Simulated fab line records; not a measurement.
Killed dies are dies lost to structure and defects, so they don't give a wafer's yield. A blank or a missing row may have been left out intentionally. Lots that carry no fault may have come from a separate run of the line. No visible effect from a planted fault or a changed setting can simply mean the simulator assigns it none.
8D (eight disciplines) problem report, filled in by code || flow gf180mcu || the parts of the form that need people (team, actions taken, sign-off) are left out

## 1. WHAT IS WRONG
Wafers without a fault read 3000.1 rpm, standard deviation 2.1; spin-speed-rpm at GF_HV_LDD_COAT_41 reads a mean of 3129.3 rpm on 6 wafers belonging to 2 lots. That is +62 standard deviations from the usual mean.
The step: resist thk 1000 nm.
First observed at day 15 12:34: wafer L373.2, on litho-track-01. The record holds 36 wafers of 12 lots with a number at this step. Rule for "out" (also "out of limits"): further than 4 standard deviations from the usual mean. The rest of the wafers with a number are treated as sound.

## 2. WHAT IT IS, WHAT IT ISN'T
{"question": "which readings at this step", "is": "spin-speed-rpm", "is not": "-"}
{"question": "which lots", "is": "L373, L377", "is not": "L364, L365, L366, L368, L369, L372, L381, L385, L386, L387"}
{"question": "which wafers of those lots", "is": "all that have a number", "is not": "-"}
{"question": "read on which tools", "is": "litho-track-01", "is not": "litho-track-02, litho-track-04"}
{"question": "when", "is": "from day 15 12:34", "is not": "up to then (18 sound wafers); but 12 sound wafers of L381, L385, L386, L387 came after"}

## 3. WHAT RULES OUT EACH SUSPECT
Counting: any tool at a process step up to the reading is kept as a suspect provided that every lot that is out went through it and no sound lot did after the first of them.
- plasma-asher-04 at GF_VT_IMPLANT_STRIP_31 (strips in O2/N2): ruled out as a lasting fault. After its first lot that is out, L373 (day 9 16:53), sound lots L381, L387 ran on it.
- litho-track-01 at GF_HV_LDD_COAT_41 (resist thk 1000 nm): ruled out as a lasting fault. After its first lot that is out, L373 (day 15 12:34), sound lots L385, L386 ran on it.
Left after counting: nothing in the record.

## 4. THE CAUSE (what the simulator had put in)
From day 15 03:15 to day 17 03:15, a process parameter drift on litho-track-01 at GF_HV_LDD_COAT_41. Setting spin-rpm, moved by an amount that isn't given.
Counting ruled it out, wrongly.

## 5. SEQUENCE OF EFFECTS, ordered by route
Rows list readings where the struck wafers' mean (over those with a number) sits beyond 3 standard deviations from the usual. Readings are gone through only where the record gives a usual standard deviation; hours: the median, over the lots, of the time from a lot's start at the first step in this table giving one to that lot's start at this step; sigmas: the change measured in usual standard deviations.
{"hours": 0, "step": "GF_HV_LDD_COAT_41", "reading": "spin-speed-rpm", "usual": "3000.1 rpm", "on struck wafers": 3129.3, "change": "+129.2", "sigmas": "+62"}
{"hours": 11, "step": "GF_HV_LDD_STRIP_49", "reading": "strip-time-to-endpoint-s", "usual": "12.62 s", "on struck wafers": 12.37, "change": -0.25, "sigmas": -6.8}
It contains these process steps:
- GF_HV_LDD_COAT_41: resist thk 1000 nm.
- GF_HV_LDD_STRIP_49: strips in O2/N2.
Later steps that measure or inspect, where all struck wafers having a row at the step show a number for every such reading and not one has moved that far: GF_CONTACT_BOW_MEAS_05, GF_M1_THK_MEAS_06.

## 6. WHAT WOULD HAVE CAUGHT IT SOONER
First out-of-limits reading in this record: day 15 12:34, which is 9 hours after fault onset at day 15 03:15.
